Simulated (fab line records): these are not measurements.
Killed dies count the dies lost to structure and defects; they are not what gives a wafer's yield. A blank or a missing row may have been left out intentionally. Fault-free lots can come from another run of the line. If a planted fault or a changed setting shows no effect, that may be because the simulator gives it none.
Which tool did it?	flow sky130	24 lots with 72 wafers sampled at 6 steps, on a route of 708 steps

WHAT THE GAUGES READ, wafer by wafer
Not one reading of a measure or inspect step in the record can be checked against a usual standard deviation.

EACH LOT AND THE TOOL THAT RAN IT (in order: tool; ch and the chambers of the sampled wafers; start)
lot	SKY_VIA1_ETCH_15	SKY_METAL2_DESCUM_17	SKY_VIA2_ETCH_15	SKY_METAL3_SPUTTER_00	SKY_METAL3_SPUTTER_02	SKY_METAL3_SPUTTER_03
L074	rie-diel-04 ch 0,1,3, day 34 20:55	rie-metal-04 ch 0,1, day 36 01:13	rie-diel-03 ch 0,1,3, day 37 05:16	pvd-sputter-03, day 37 06:36	pvd-sputter-03, day 37 06:39	pvd-sputter-03, day 37 06:41
L075	rie-diel-04 ch 0,3, day 35 03:58	rie-metal-01 ch 0,1, day 36 08:52	rie-diel-01 ch 0,1,3, day 37 12:49	pvd-sputter-03, day 37 14:10	pvd-sputter-03, day 37 14:13	pvd-sputter-03, day 37 14:14
L076	rie-diel-04 ch 0,2, day 35 14:10	rie-metal-04 ch 0,1, day 36 18:56	rie-diel-03 ch 0,1,2, day 37 22:38	pvd-sputter-02, day 38 00:01	pvd-sputter-02, day 38 00:04	pvd-sputter-02, day 38 00:06
L077	rie-diel-04 ch 0,1,2, day 35 22:14	rie-metal-04 ch 0,1, day 37 02:47	rie-diel-03 ch 0,2,3, day 38 06:19	pvd-sputter-04, day 38 07:46	pvd-sputter-04, day 38 07:49	pvd-sputter-04, day 38 07:51
L078	rie-diel-03 ch 0,1,3, day 36 07:37	rie-metal-04 ch 0,1, day 37 12:04	rie-diel-01 ch 0,2, day 38 15:49	pvd-sputter-03, day 38 17:32	pvd-sputter-03, day 38 17:35	pvd-sputter-03, day 38 17:37
L079	rie-diel-03 ch 1,2,3, day 36 11:02	rie-metal-03 ch 0,1, day 37 15:41	rie-diel-01 ch 0,2,3, day 38 19:34	pvd-sputter-04, day 38 21:05	pvd-sputter-04, day 38 21:08	pvd-sputter-04, day 38 21:10
L080	rie-diel-03 ch 0,3, day 36 18:37	rie-metal-04 ch 0,1, day 37 22:10	rie-diel-03 ch 0,1,2, day 39 01:38	pvd-sputter-04, day 39 02:58	pvd-sputter-04, day 39 03:01	pvd-sputter-04, day 39 03:03
L081	rie-diel-01 ch 0,1,2, day 37 03:55	rie-metal-04 ch 0,1, day 38 09:04	rie-diel-02 ch 1,2,3, day 39 11:58	pvd-sputter-03, day 39 13:20	pvd-sputter-03, day 39 13:23	pvd-sputter-03, day 39 13:26
L082	rie-diel-03 ch 0,1,3, day 37 13:11	rie-metal-04 ch 0,1, day 38 17:19	rie-diel-03 ch 0,2,3, day 39 19:55	pvd-sputter-02, day 39 21:17	pvd-sputter-02, day 39 21:20	pvd-sputter-02, day 39 21:22
L083	rie-diel-03 ch 0,1,2, day 37 16:28	rie-metal-03 ch 0,1, day 38 20:32	rie-diel-01 ch 0,1,3, day 39 23:43	pvd-sputter-03, day 40 01:04	pvd-sputter-03, day 40 01:07	pvd-sputter-03, day 40 01:09
L084	rie-diel-04 ch 2,3, day 37 23:55	rie-metal-03 ch 0,1, day 39 03:24	rie-diel-02 ch 0,3, day 40 05:53	pvd-sputter-04, day 40 07:14	pvd-sputter-04, day 40 07:17	pvd-sputter-04, day 40 07:19
L085	rie-diel-04 ch 2,3, day 38 12:47	rie-metal-03 ch 0,1, day 39 15:10	rie-diel-01 ch 0,1, day 40 17:56	pvd-sputter-03, day 40 19:34	pvd-sputter-03, day 40 19:37	pvd-sputter-03, day 40 19:40
L086	rie-diel-03 ch 0,1,3, day 38 14:55	rie-metal-01 ch 0,1, day 39 17:45	rie-diel-02 ch 2,3, day 40 19:59	pvd-sputter-03, day 40 22:34	pvd-sputter-03, day 40 22:36	pvd-sputter-03, day 40 22:38
L087	rie-diel-04 ch 1,2,3, day 39 03:46	rie-metal-04 ch 0,1, day 40 06:12	rie-diel-02 ch 2,3, day 41 08:16	pvd-sputter-03, day 41 09:37	pvd-sputter-03, day 41 09:39	pvd-sputter-03, day 41 09:41
L088	rie-diel-03 ch 0,1, day 39 05:50	rie-metal-01 ch 0,1, day 40 08:45	rie-diel-01 ch 0,1, day 41 10:43	pvd-sputter-02, day 41 12:02	pvd-sputter-02, day 41 12:05	pvd-sputter-02, day 41 12:07
L089	rie-diel-04 ch 0,1, day 39 13:05	rie-metal-01 ch 0,1, day 40 16:06	rie-diel-01 ch 0,3, day 41 18:25	pvd-sputter-02, day 41 19:44	pvd-sputter-02, day 41 19:47	pvd-sputter-02, day 41 19:50
L090	rie-diel-03 ch 1,3, day 39 15:10	rie-metal-03 ch 1, day 40 17:01	rie-diel-03 ch 0,3, day 41 19:56	pvd-sputter-02, day 41 21:16	pvd-sputter-02, day 41 21:19	pvd-sputter-02, day 41 21:22
L091	rie-diel-04 ch 1,2,3, day 40 03:07	rie-metal-01 ch 0,1, day 41 04:52	rie-diel-03 ch 0,1,3, day 42 06:37	pvd-sputter-04, day 42 07:56	pvd-sputter-04, day 42 07:59	pvd-sputter-04, day 42 08:01
L092	rie-diel-04 ch 0,1, day 40 15:28	rie-metal-03 ch 0,1, day 41 17:55	rie-diel-03 ch 0,3, day 42 19:41	pvd-sputter-04, day 42 21:01	pvd-sputter-04, day 42 21:04	pvd-sputter-04, day 42 21:06
L093	rie-diel-01 ch 2,3, day 40 16:29	rie-metal-04 ch 0,1, day 41 19:40	rie-diel-01 ch 1,2, day 42 20:59	pvd-sputter-04, day 42 22:19	pvd-sputter-04, day 42 22:22	pvd-sputter-04, day 42 22:25
L094	rie-diel-04 ch 1,3, day 40 19:41	rie-metal-01 ch 0, day 41 22:16	rie-diel-01 ch 0,1,3, day 43 00:02	pvd-sputter-04, day 43 01:24	pvd-sputter-04, day 43 01:26	pvd-sputter-04, day 43 01:29
L095	rie-diel-01 ch 0,2, day 41 02:13	rie-metal-04 ch 0,1, day 42 04:43	rie-diel-03 ch 1,2,3, day 43 06:14	pvd-sputter-02, day 43 07:34	pvd-sputter-02, day 43 07:37	pvd-sputter-02, day 43 07:40
L096	rie-diel-04 ch 0,3, day 41 12:50	rie-metal-04 ch 0,1, day 42 14:24	rie-diel-03 ch 0,3, day 43 15:17	pvd-sputter-04, day 43 16:37	pvd-sputter-04, day 43 16:40	pvd-sputter-04, day 43 16:42
L097	rie-diel-04 ch 0,2,3, day 41 21:01	rie-metal-01 ch 0,1, day 42 22:35	rie-diel-03 ch 0,1, day 43 23:08	pvd-sputter-04, day 44 00:30	pvd-sputter-04, day 44 00:33	pvd-sputter-04, day 44 00:35
- SKY_VIA1_ETCH_15: etches SiO2 in C4F8/O2/Ar, stops on TiN, target depth 351 nm, time 54 s.
- SKY_METAL2_DESCUM_17: chemistry O2, time 8 s.
- SKY_VIA2_ETCH_15: etches SiO2 in C4F8/O2/Ar, stops on TiN, target depth 546 nm, time 84 s.
- SKY_METAL3_SPUTTER_00: material Ti, target thk 15 nm, time 10.27 s.
- SKY_METAL3_SPUTTER_02: material AlCu, target thk 735 nm, time 39.1 s.
- SKY_METAL3_SPUTTER_03: material Ti, target thk 5 nm, time 3.3 s.

AS READ BY THE TOOLS THEMSELVES (means over the sampled wafers that have a number; for cases with no such wafer, the mark the record gives instead)
SKY_VIA1_ETCH_15. Usual: bias-w 1200 W, standard deviation 3.8; oes-product-au 0.981 a.u., standard deviation 0.0064.
lot	tool	bias-w (W)	oes-product-au (a.u.)	flag
L074	rie-diel-04	1196	0.984	
L075	rie-diel-04	1200	0.981	
L076	rie-diel-04	1202	0.979	
L077	rie-diel-04	1201	0.978	
L078	rie-diel-03	1201	0.985	
L079	rie-diel-03	1198	0.986	
L080	rie-diel-03	1199	0.981	
L081	rie-diel-01	1202	0.977	
L082	rie-diel-03	1201	0.981	
L083	rie-diel-03	1200	0.978	
L084	rie-diel-04	1203	0.982	
L085	rie-diel-04	1201	0.985	
L086	rie-diel-03	1202	0.984	
L087	rie-diel-04	1201	0.978	
L088	rie-diel-03	1203	0.981	
L089	rie-diel-04	1198	0.981	
L090	rie-diel-03	1200	0.983	
L091	rie-diel-04	1197	0.979	
L092	rie-diel-04	1200	0.974	
L093	rie-diel-01	1201	0.990	
L094	rie-diel-04	1202	0.979	
L095	rie-diel-01	1200	0.987	
L096	rie-diel-04	1196	0.978	
L097	rie-diel-04	1202	0.980	

SKY_METAL2_DESCUM_17. Usual: drypump-motor-current-A 5.6 A, standard deviation 0.54; oes-product-au 1.002 a.u., standard deviation 0.01.
lot	tool	drypump-motor-current-A (A)	oes-product-au (a.u.)	flag
L074	rie-metal-04	5.6	1.000	
L075	rie-metal-01	5.2	1.007	
L076	rie-metal-04	5.6	0.993	
L077	rie-metal-04	6.0	0.997	
L078	rie-metal-04	6.0	1.003	
L079	rie-metal-03	5.7	1.006	
L080	rie-metal-04	6.0	0.997	
L081	rie-metal-04	6.0	1.002	
L082	rie-metal-04	6.0	0.995	
L083	rie-metal-03	5.7	1.006	
L084	rie-metal-03	5.4	1.002	
L085	rie-metal-03	5.4	1.004	
L086	rie-metal-01	5.5	1.016	
L087	rie-metal-04	5.6	0.993	
L088	rie-metal-01	5.2	1.015	
L089	rie-metal-01	5.4	1.012	
L090	rie-metal-03	6.1	0.997	
L091	rie-metal-01	5.5	1.013	
L092	rie-metal-03	5.8	0.995	
L093	rie-metal-04	5.6	0.999	
L094	rie-metal-01	5.6	1.007	
L095	rie-metal-04	5.6	0.996	
L096	rie-metal-04	5.6	0.988	
L097	rie-metal-01	5.2	1.009	

SKY_VIA2_ETCH_15. Usual: bias-w 1200 W, standard deviation 3.9; oes-product-au 0.939 a.u., standard deviation 0.0046.
lot	tool	bias-w (W)	oes-product-au (a.u.)	flag
L074	rie-diel-03	1203	0.936	
L075	rie-diel-01	1201	0.942	
L076	rie-diel-03	1199	0.939	
L077	rie-diel-03	1200	0.937	
L078	rie-diel-01	1202	0.938	
L079	rie-diel-01	1202	0.942	
L080	rie-diel-03	1201	0.939	
L081	rie-diel-02	1201	0.939	
L082	rie-diel-03	1201	0.939	
L083	rie-diel-01	1203	0.943	
L084	rie-diel-02	1199	0.940	
L085	rie-diel-01	1196	0.937	
L086	rie-diel-02	1198	0.935	
L087	rie-diel-02	1199	0.935	
L088	rie-diel-01	1201	0.941	
L089	rie-diel-01	1200	0.938	
L090	rie-diel-03	1203	0.940	
L091	rie-diel-03	1198	0.939	
L092	rie-diel-03	1204	0.939	
L093	rie-diel-01	1197	0.942	
L094	rie-diel-01	1205	0.939	
L095	rie-diel-03	1201	0.938	
L096	rie-diel-03	1199	0.939	
L097	rie-diel-03	1200	0.942	

SKY_METAL3_SPUTTER_00. Usual: throttle-valve-pct at 30.0 %, with a standard deviation of 1.2.
lot	tool	throttle-valve-pct (%)	flag
L074	pvd-sputter-03	29.1	
L075	pvd-sputter-03	28.7	
L076	pvd-sputter-02	29.8	
L077	pvd-sputter-04	31.0	
L078	pvd-sputter-03	30.4	
L079	pvd-sputter-04	30.7	
L080	pvd-sputter-04	30.5	
L081	pvd-sputter-03	28.8	
L082	pvd-sputter-02	29.8	
L083	pvd-sputter-03	29.0	
L084	pvd-sputter-04	30.8	
L085	pvd-sputter-03	28.6	
L086	pvd-sputter-03	30.0	
L087	pvd-sputter-03	29.5	
L088	pvd-sputter-02	29.6	
L089	pvd-sputter-02	29.3	
L090	pvd-sputter-02	29.1	
L091	pvd-sputter-04	30.3	
L092	pvd-sputter-04	30.2	
L093	pvd-sputter-04	30.1	
L094	pvd-sputter-04	30.8	
L095	pvd-sputter-02	29.9	
L096	pvd-sputter-04	30.3	
L097	pvd-sputter-04	30.2	

SKY_METAL3_SPUTTER_02. Usual: throttle-valve-pct at 30.1 %, with a standard deviation of 1.2.
lot	tool	throttle-valve-pct (%)	flag
L074	pvd-sputter-03	29.0	
L075	pvd-sputter-03	28.7	
L076	pvd-sputter-02	29.8	
L077	pvd-sputter-04	31.0	
L078	pvd-sputter-03	30.4	
L079	pvd-sputter-04	30.6	
L080	pvd-sputter-04	30.4	
L081	pvd-sputter-03	28.8	
L082	pvd-sputter-02	29.9	
L083	pvd-sputter-03	29.2	
L084	pvd-sputter-04	30.6	
L085	pvd-sputter-03	28.6	
L086	pvd-sputter-03	29.9	
L087	pvd-sputter-03	29.4	
L088	pvd-sputter-02	29.5	
L089	pvd-sputter-02	29.7	
L090	pvd-sputter-02	28.9	
L091	pvd-sputter-04	30.2	
L092	pvd-sputter-04	30.1	
L093	pvd-sputter-04	30.3	
L094	pvd-sputter-04	30.6	
L095	pvd-sputter-02	29.9	
L096	pvd-sputter-04	30.2	
L097	pvd-sputter-04	30.1	

SKY_METAL3_SPUTTER_03. Usual: throttle-valve-pct at 30.1 %, with a standard deviation of 1.3.
lot	tool	throttle-valve-pct (%)	flag
L074	pvd-sputter-03	29.2	
L075	pvd-sputter-03	28.5	
L076	pvd-sputter-02	29.8	
L077	pvd-sputter-04	31.1	
L078	pvd-sputter-03	30.4	
L079	pvd-sputter-04	30.5	
L080	pvd-sputter-04	30.5	
L081	pvd-sputter-03	29.0	
L082	pvd-sputter-02	29.9	
L083	pvd-sputter-03	29.1	
L084	pvd-sputter-04	30.6	
L085	pvd-sputter-03	28.7	
L086	pvd-sputter-03	30.0	
L087	pvd-sputter-03	29.4	
L088	pvd-sputter-02	29.7	
L089	pvd-sputter-02	29.4	
L090	pvd-sputter-02	29.0	
L091	pvd-sputter-04	30.3	
L092	pvd-sputter-04	30.1	
L093	pvd-sputter-04	30.2	
L094	pvd-sputter-04	30.7	
L095	pvd-sputter-02	29.9	
L096	pvd-sputter-04	30.2	
L097	pvd-sputter-04	30.2	

THE ANSWER, worked out from the rows above alone
Rule: a lot counts as off when the mean over its wafers that have a number is more than 3 standard deviations away from the usual mean. Also off: a lot with no number at a reading for which 4 or more lots have one. The other lots that the step has rows for count as sound. The gauges are gone through in route order, then the tools' own readings, and for those a lot's mean is taken as printed above. The first step at which some lot is off is used, and at that step the reading that is off furthest; a lot without a number counts as furthest.
No lot is off at any reading shown: from this, nothing can be told.

WHAT THE SIMULATOR HAD INSERTED
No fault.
